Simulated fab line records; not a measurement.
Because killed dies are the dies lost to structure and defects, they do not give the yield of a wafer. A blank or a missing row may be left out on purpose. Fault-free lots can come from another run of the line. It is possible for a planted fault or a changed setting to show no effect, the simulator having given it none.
fab line records	flow gf180mcu
record: lots: 14	wafers: 42	last-day: 34
route steps=602 shown HV_LDD@190
lots that met no fault: taken from a fault-free run of the same line
start-h: hours from the record's opening day to when the first of the lot's shown wafers began	wait-h: time in hours since the lot's previous step	" the same as in the row above	L1.1+2: a single row standing in for several wafers	- no value present, or no start provided	* or withheld: withheld	< > ~ a bound
route shown NAME@n: names a module that has steps shown in the file, with the first one's number in the route	usual: mean/standard deviation taken from wafers without a fault	same: alike in all rows	chamber/n: place in a boat	sites: each site's reading	_std_site: how widely they spread, as a standard deviation	_edge_site: mean of outer sites minus mean of inner sites	radius-mm: for every site, how far away it sits from the centre of the wafer	mask NAME#n: copy n	behind: tool/chamber where the wafer was last shaped	hold: cause of the lot's hold/its duration in hours/its outcome	device: whichever transistor did not switch (one of n, p or np)	end of line: tests of these same wafers at the route's end	step lacking rows: just its recipe	killed: at the first sort, the dies lost to defects and structure; wafer yield is something else	map: dies across one wafer; x = killed, . = not, _ = none there
set.NAME: the setting as run; set.NAME@STEP: as run at that earlier step	model.NAME: the simulator's own value behind a step, which no gauge read
the route's steps for a sample of lots (tables are steps, rows are wafers)
services: the hour from which a tool's chamber was out of use, counted from the record's first day as start-h (under 0 if before that day), plus the number of hours and why
== steps ==
step: GF_HV_LDD_COAT_14
recipe: resist: NOVOLAK	spin-rpm: 3000	resist-thk-nm: 1000
usual: dispense-pressure-kPa: 48/3.4
lot.wafer	tool	chamber	start-h	wait-h	dispense-pressure-kPa
L499.1	litho-track-02	0	227.30	0.1	52
L499.2	"	0	"	"	52
L499.6	"	0	"	"	52
L503.1	litho-track-03	0	258.61	0.1	45
L503.4	"	0	"	"	45
L503.6	"	0	"	"	45
L504.1	litho-track-03	0	262.91	0.1	45
L504.3	"	0	"	"	45
L504.6	"	0	"	"	45
L506.1	litho-track-02	0	278.15	0.1	52
L506.4	"	0	"	"	52
L506.6	"	0	"	"	52
L508.2	litho-track-02	0	292.98	0.1	52
L508.4	"	0	"	"	52
L508.5	"	0	"	"	52
L509.1	litho-track-01	0	302.32	0.1	45
L509.2	"	0	"	"	45
L509.3	"	0	"	"	45
L511.1	litho-track-03	0	314.46	0.1	45
L511.2	"	0	"	"	45
L511.4	"	0	"	"	45
L512.3	litho-track-02	0	325.75	0.1	52
L512.5	"	0	"	"	52
L512.6	"	0	"	"	52
L513.2	litho-track-02	0	329.93	0.1	52
L513.4	"	0	"	"	52
L513.6	"	0	"	"	52
L515.2	litho-track-03	0	346.58	0.1	45
L515.4	"	0	"	"	45
L515.5	"	0	"	"	45
L518.1	litho-track-02	0	368.05	0.1	52
L518.2	"	0	"	"	52
L518.5	"	0	"	"	52
L519.1	litho-track-02	0	377.95	0.1	52
L519.2	"	0	"	"	52
L519.4	"	0	"	"	52
L520.1	litho-track-03	0	379.16	0.1	45
L520.3	"	0	"	"	45
L520.5	"	0	"	"	45
L522.2	litho-track-03	0	404.53	0.1	45
L522.5	"	0	"	"	45
L522.6	"	0	"	"	45
step: GF_HV_LDD_STRIP_22
recipe: chemistry: O2/N2	power-w: 1400	pressure-mtorr: 1500	platen-temp-c: 250	o2-flow-sccm: 3000	n2-flow-sccm: 300	overash-fraction: 0.5
usual: drypump-motor-current-A: 5.94/0.28	heater-power-w: 307/16	oes-product-au: 0.716/0.0046	strip-time-to-endpoint-s: 12.65/0.03
lot.wafer	tool	chamber	start-h	wait-h	drypump-motor-current-A	heater-power-w	oes-product-au	rf-hours-counter-h	strip-time-to-endpoint-s
L499.1	plasma-asher-02	0	237.06	0.1	6.45	332	0.709	43	12.62
L499.2	"	1	"	"	5.74	307	0.725	43	12.63
L499.6	"	0	"	"	6.49	334	0.715	-	12.63
L503.1	plasma-asher-03	0	268.86	0.1	5.74	266	0.719	17	12.67
L503.4	"	1	"	"	5.87	290	0.712	-	12.65
L503.6	"	0	"	"	5.75	279	0.717	-	12.66
L504.1	plasma-asher-03	0	273.06	0.1	5.78	274	0.717	17	12.61
L504.3	"	0	"	"	5.77	283	0.717	-	12.63
L504.6	"	1	"	"	5.86	294	0.723	-	12.65
L506.1	plasma-asher-02	1	288.62	0.1	5.68	312	0.709	49	12.67
L506.4	"	1	"	"	5.74	313	0.705	-	12.62
L506.6	"	1	"	"	5.70	309	0.712	-	12.67
L508.2	plasma-asher-02	0	303.61	0.1	6.45	334	0.716	50	12.66
L508.4	"	0	"	"	6.47	326	0.714	-	12.65
L508.5	"	0	"	"	6.47	335	0.712	-	12.67
L509.1	plasma-asher-03	1	312.86	0.1	5.86	295	0.717	21	12.61
L509.2	"	0	"	"	5.76	275	0.723	21	12.63
L509.3	"	1	"	"	5.86	292	0.714	-	12.62
L511.1	plasma-asher-01	0	325.71	0.1	5.68	316	0.712	62	12.64
L511.2	"	1	"	"	6.14	316	0.718	62	12.67
L511.4	"	1	"	"	6.15	309	0.723	-	12.66
L512.3	plasma-asher-02	1	337.05	0.1	5.72	305	0.719	-	12.66
L512.5	"	0	"	"	6.46	332	0.717	-	12.69
L512.6	"	1	"	"	5.72	318	0.712	-	12.70
L513.2	plasma-asher-02	0	340.41	0.1	6.47	334	0.718	54	12.65
L513.4	"	0	"	"	6.45	326	0.719	-	12.64
L513.6	"	0	"	"	6.47	332	0.710	-	12.70
L515.2	plasma-asher-01	0	357.96	0.1	5.71	313	0.713	66	12.70
L515.4	"	0	"	"	5.71	307	0.721	-	12.66
L515.5	"	0	"	"	5.73	308	0.710	-	12.66
L518.1	plasma-asher-01	1	380.24	0.1	6.16	312	0.717	68	12.62
L518.2	"	0	"	"	5.70	312	0.718	68	12.09
L518.5	"	0	"	"	5.70	311	0.712	-	12.07
L519.1	plasma-asher-03	1	389.37	0.1	5.85	298	0.720	29	12.68
L519.2	"	0	"	"	5.71	278	0.711	29	12.17
L519.4	"	1	"	"	5.85	292	0.713	-	12.65
L520.1	plasma-asher-01	0	390.96	0.1	5.71	303	0.719	69	12.61
L520.3	"	0	"	"	5.69	326	0.714	-	12.60
L520.5	"	1	"	"	6.08	307	0.716	-	12.60
L522.2	plasma-asher-03	1	417.02	0.1	5.87	289	0.718	31	12.66
L522.5	"	0	"	"	5.72	282	0.717	-	12.65
L522.6	"	1	"	"	5.88	286	0.714	-	12.63
== services ==
tool	chamber	start-h	hours	kind
plasma-asher-01	-	263.69	12.6	repair
plasma-asher-03	-	303.75	0.5	repair
plasma-asher-03	-	343.68	4.5	repair
plasma-asher-01	-	348.17	2.1	repair
plasma-asher-03	-	379.46	2.8	pm
== key ==
first-sign: step: GF_HV_LDD_STRIP_22	reading: strip-time-to-endpoint-s	direction: down	sigmas: 18	usual: *	struck: *
effect none on later readings
met-at GF_HV_LDD_COAT_14
struck-lots L518,L519
struck-wafers L518.2,L518.5,L519.2
tester-left-out L518,L519
onset-between 329.93 368.05
fault: kind: process-parameter-drift	tool: litho-track-02	chamber: -	onset-h: 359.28	steps: GF_HV_LDD_COAT_14	channel: resist-thk-nm	offset: *	shape: step	end-h: 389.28	scope: struck-wafers-only	acts-in: *	stated: *
tester-left-out: of these lots the tester's yield and bins aren't shown, on N5 and GAA mostly nor the transistor test; their killed dies are dies lost to structure and defects alone, not to doping, threshold or leakage, so they don't give the yield
